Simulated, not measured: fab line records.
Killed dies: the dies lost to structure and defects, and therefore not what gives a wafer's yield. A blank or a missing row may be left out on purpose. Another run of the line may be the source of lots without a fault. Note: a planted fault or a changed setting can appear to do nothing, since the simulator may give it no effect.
Which of the tools did it? | flow gf180mcu | 14 lots, 42 wafers sampled, at 5 steps of a route of 602

WHAT THE GAUGES READ, wafer by wafer
GF_STI_BOW_MEAS_00.
lot  | measured    | on           | INCOMING_BOW (um)
L861 | day 1 15:01 | filmMetro-03 | 4 7 7
L864 | day 2 06:01 | filmMetro-02 | -4 10 8
L867 | day 2 21:02 | filmMetro-01 | -9 5 9
L868 | day 3 02:01 | filmMetro-02 | 1 0 0
L869 | day 3 07:01 | filmMetro-03 | 5 7 16
L870 | day 3 12:02 | filmMetro-02 | -3 -7 -3
L873 | day 4 03:00 | filmMetro-02 | 2 -14 -6
L874 | day 4 08:02 | filmMetro-02 | 9 4 1
L876 | day 4 18:02 | filmMetro-03 | -2 -5 7
L878 | day 5 04:02 | filmMetro-02 | -4 -2 -7
L880 | day 5 14:01 | filmMetro-01 | 4 -13 3
L881 | day 5 19:01 | filmMetro-03 | 2 -9 -1
L882 | day 6 00:00 | filmMetro-01 | 0 8 4
L883 | day 6 05:00 | filmMetro-03 | 3 -4 -12

GF_VT_IMPLANT_OVL_MEAS_29.
lot  | measured     | on         | VT_IMPLANT_02_OVL (nm)
L861 | day 7 03:31  | overlay-01 | -1.2 -1.0 -1.5
L864 | day 7 22:19  | overlay-01 | 0.7 -0.3 0.2
L867 | day 8 19:10  | overlay-02 | -0.8 -3.7 -3.2
L868 | day 9 00:55  | overlay-01 | -1.6 0.0 -1.5
L869 | day 9 07:28  | overlay-01 | -1.9 -2.5 -3.1
L870 | day 9 16:32  | overlay-01 | -2.0 -2.7 -1.1
L873 | day 10 12:25 | overlay-01 | -1.7 0.7 -1.5
L874 | day 10 18:22 | overlay-01 | -1.4 0.1 -2.7
L876 | day 11 08:08 | overlay-01 | -1.2 0.2 -0.6
L878 | day 11 20:44 | overlay-01 | -2.8 -1.2 -1.7
L880 | day 12 07:29 | overlay-01 | -0.4 -2.9 -0.4
L881 | day 12 16:04 | overlay-01 | -2.2 -1.4 -0.8
L882 | day 12 20:08 | overlay-01 | -3.5 -1.7 -2.7
L883 | day 13 03:41 | overlay-01 | -1.8 1.0 0.7

GF_VT_IMPLANT_RS_MEAS_48: measures by four-point-probe.
lot  | measured     | on           | LVPWELL_RS (ohm/sq)
L861 | day 7 20:31  | filmMetro-02 | 1196 1192 1196
L864 | day 8 16:04  | filmMetro-01 | 1194 1195 1193
L867 | day 9 13:50  | filmMetro-04 | 1199 1197 1198
L868 | day 9 18:58  | filmMetro-04 | 1125 1125 1128
L869 | day 10 01:56 | filmMetro-02 | 1120 1124 1121
L870 | day 10 11:08 | filmMetro-01 | 1188 1191 1189
L873 | day 11 06:53 | filmMetro-04 | 1201 1196 1196
L874 | day 11 12:56 | filmMetro-04 | 1194 1199 1195
L876 | day 12 03:46 | filmMetro-02 | 1190 1191 1192
L878 | day 12 16:49 | filmMetro-01 | 1193 1191 1192
L880 | day 13 04:08 | filmMetro-02 | 1192 1193 1192
L881 | day 13 12:58 | filmMetro-04 | 1200 1203 1199
L882 | day 13 16:53 | filmMetro-02 | 1195 1194 1194
L883 | day 13 23:47 | filmMetro-04 | 1194 1198 1192

GF_SAB_OVL_MEAS_10.
lot  | measured     | on         | SAB_OVL (nm)
L861 | day 15 07:11 | overlay-02 | -0.8 1.2 -1.2
L864 | day 16 10:53 | overlay-02 | 0.2 -0.4 -0.9
L867 | day 17 18:05 | overlay-02 | 2.3 0.5 1.0
L868 | day 18 01:50 | overlay-02 | 0.9 0.5 -0.7
L869 | day 18 15:46 | overlay-01 | 3.3 0.9 0.8
L870 | day 19 01:58 | overlay-02 | 1.4 0.8 0.4
L873 | day 20 07:15 | overlay-02 | 0.7 -0.7 0.3
L874 | day 20 08:32 | overlay-01 | 1.8 2.6 1.3
L876 | day 21 09:56 | overlay-02 | 1.1 -0.2 0.9
L878 | day 21 20:58 | overlay-01 | 1.4 2.5 0.7
L880 | day 22 06:41 | overlay-01 | 1.7 1.3 -1.3
L881 | day 22 18:46 | overlay-02 | 1.2 0.3 0.7
L882 | day 23 04:05 | overlay-01 | 1.0 2.9 0.9
L883 | day 23 09:50 | overlay-01 | -1.0 0.3 -0.1

EACH LOT AND THE TOOL THAT RAN IT (in order: tool; ch and the chambers of the sampled wafers; start)
lot  | GF_LVPWELL_IMPLANT_09
L861 | implanter-04 ch 0, day 4 02:31
L864 | implanter-01 ch 0, day 4 18:17
L867 | implanter-01 ch 0, day 5 12:32
L868 | implanter-01 ch 0, day 5 16:32
L869 | implanter-01 ch 0, day 5 22:10
L870 | implanter-03 ch 0, day 6 06:25
L873 | implanter-04 ch 0, day 6 22:54
L874 | implanter-04 ch 0, day 7 04:53
L876 | implanter-04 ch 0, day 7 15:54
L878 | implanter-03 ch 0, day 8 02:38
L880 | implanter-03 ch 0, day 8 12:47
L881 | implanter-04 ch 0, day 8 20:04
L882 | implanter-04 ch 0, day 9 00:47
L883 | implanter-04 ch 0, day 9 06:34
- GF_LVPWELL_IMPLANT_09

WHAT THE TOOLS THEMSELVES READ (means of the sampled wafers that have a number; where no wafer has one, the mark that the record gives instead)
GF_LVPWELL_IMPLANT_09.
lot  | tool         | doseIonsCm2 | faradayCurrentUA
L861 | implanter-04 | 5.005e+12   | 28.6
L864 | implanter-01 | 4.995e+12   | 27.8
L867 | implanter-01 | 4.998e+12   | 28.8
L868 | implanter-01 | 6.842e+12   | 38.7
L869 | implanter-01 | 6.843e+12   | 39.0
L870 | implanter-03 | 4.991e+12   | 28.1
L873 | implanter-04 | 4.995e+12   | 28.0
L874 | implanter-04 | 5.004e+12   | 28.2
L876 | implanter-04 | 4.996e+12   | 28.6
L878 | implanter-03 | 5.004e+12   | 27.6
L880 | implanter-03 | 5.002e+12   | 28.2
L881 | implanter-04 | 5.002e+12   | 28.2
L882 | implanter-04 | 5.001e+12   | 28.3
L883 | implanter-04 | 4.997e+12   | 28.0

THE ANSWER, worked out from the rows above alone
Rule: the usual values come from the lots themselves. The widest of any qualifying gaps counts: lots, ordered by their means at a reading, are off when they make up no more than a third of the lots, leave a main group of 4 or more, and stand apart from it by 3 or more times the standard deviation of that group's means. Not used: any main group whose means are identical at the precision the tables above print for the reading. Also off: a lot with no number at a reading for which 4 or more lots have one. All remaining lots with rows at the step are treated as sound. The gauges are gone through in route order, then the tools' own readings, and for those a lot's mean is taken as printed above. The first step at which some lot is off is used, and at that step the reading that is off furthest; a lot without a number counts as furthest.
Off: L868, L869, at GF_VT_IMPLANT_RS_MEAS_48 (LVPWELL_RS). The main group has a mean of 1195 ohm/sq with a standard deviation of 3.1.
If a tool, at a process step before that reading, ran all the lots that are off and no sound lot after the first of them, it fits. Not tried: the gauges at GF_VT_IMPLANT_RS_MEAS_48; whatever is off there is also off at GF_LVPWELL_IMPLANT_09, on other tools, and gauge error can't account for it. One fits: GF_LVPWELL_IMPLANT_09 on implanter-01. Its last sound lot is L867 (day 5 12:32), its first lot that is off L868 (day 5 16:32): a fault that began between those two fits.
The tool's own readings at GF_LVPWELL_IMPLANT_09 bear it out: on the lots that are off they differ by more than 5 times the standard deviation of the sound lots' means. doseIonsCm2 reads 6.842e+12 there against 4.999e+12 on the sound lots; faradayCurrentUA reads 38.9 there against 28.2 on the sound lots.

WHAT HAD BEEN PUT IN BY THE SIMULATOR
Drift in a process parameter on implanter-01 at GF_LVPWELL_IMPLANT_09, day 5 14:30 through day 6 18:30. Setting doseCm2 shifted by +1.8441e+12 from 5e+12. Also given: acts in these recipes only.
Struck lots among those shown: L868, L869. The same result came from the rule above.
